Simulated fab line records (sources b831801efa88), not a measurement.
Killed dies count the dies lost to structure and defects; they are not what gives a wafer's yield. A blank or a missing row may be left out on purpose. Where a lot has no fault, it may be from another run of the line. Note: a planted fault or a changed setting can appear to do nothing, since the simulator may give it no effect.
Which tool is to blame?	flow sky130	10 lots with 30 wafers sampled at 2 steps, on a route of 708 steps

== WHAT EACH GAUGE READ, for each wafer ==
SKY_LI_CONTACT_CD_MEAS_12: target cd 170 nm. Usual: cd nm at 170.0 nm, with a standard deviation of 1.2.
lot	measured	on	cd nm (nm)	flag
L179	day 29 12:08	cd sem-01	169.6 169.5 169.0	
L186	day 31 18:31	cd sem-01	171.5 171.6 171.0	
L185	day 31 19:55	cd sem-01	168.8 169.6 168.2	
L189	day 32 18:21	cd sem-01	168.3 167.9 167.1	
L191	day 33 17:38	cd sem-01	169.7 169.2 170.8	
L193	day 34 00:32	cd sem-01	169.8 170.1 169.4	
L195	day 34 18:20	cd sem-01	168.5 169.4 170.1	
L196	day 35 02:29	cd sem-01	169.8 170.7 170.2	
L198	day 35 20:44	cd sem-02	170.0 170.0 168.8	
L201	day 36 22:52	cd sem-01	170.6 170.6 171.5	

SKY_LI_CONTACT_OVL_MEAS_13. Usual: LI_CONTACT_OVL typically reads 2 nm, with standard deviation 4.4.
lot	measured	on	LI_CONTACT_OVL (nm)	flag
L179	day 29 12:15	overlay-01	4 1 10	
L186	day 31 18:36	overlay-01	2 5 0	
L185	day 31 20:02	overlay-02	4 0 1	
L189	day 32 18:28	overlay-01	11 6 12	
L191	day 33 17:45	overlay-01	2 5 6	
L193	day 34 00:39	overlay-01	-7 -7 -4	
L195	day 34 18:27	overlay-01	2 7 5	
L196	day 35 02:36	overlay-02	-3 -9 -4	
L198	day 35 20:53	overlay-01	-3 7 5	
L201	day 36 22:59	overlay-01	2 -3 4	

== WHICH TOOL RAN EACH LOT (tool, then ch and the chambers of the sampled wafers, then the start) ==
No process step before these readings appears in the record.

== AS READ BY THE TOOLS THEMSELVES (means over the sampled wafers that have a number; for cases with no such wafer, the mark the record gives instead) ==
The record holds no such reading with a usual standard deviation.

== THE ANSWER, worked out from the rows above alone ==
Rule: a lot counts as off when the mean over its wafers that have a number is more than 3 standard deviations away from the usual mean. Also off: a lot with no number at a reading for which 4 or more lots have one. All remaining lots with rows at the step are treated as sound. After the gauges, taken in route order, come the tools' own readings; for these a lot's mean is taken, as printed above. The first step at which some lot is off is used, and at that step the reading that is off furthest; a lot without a number counts as furthest.
No lot is off at any reading shown: from this, nothing can be told.

== WHAT THE SIMULATOR HAD PUT IN ==
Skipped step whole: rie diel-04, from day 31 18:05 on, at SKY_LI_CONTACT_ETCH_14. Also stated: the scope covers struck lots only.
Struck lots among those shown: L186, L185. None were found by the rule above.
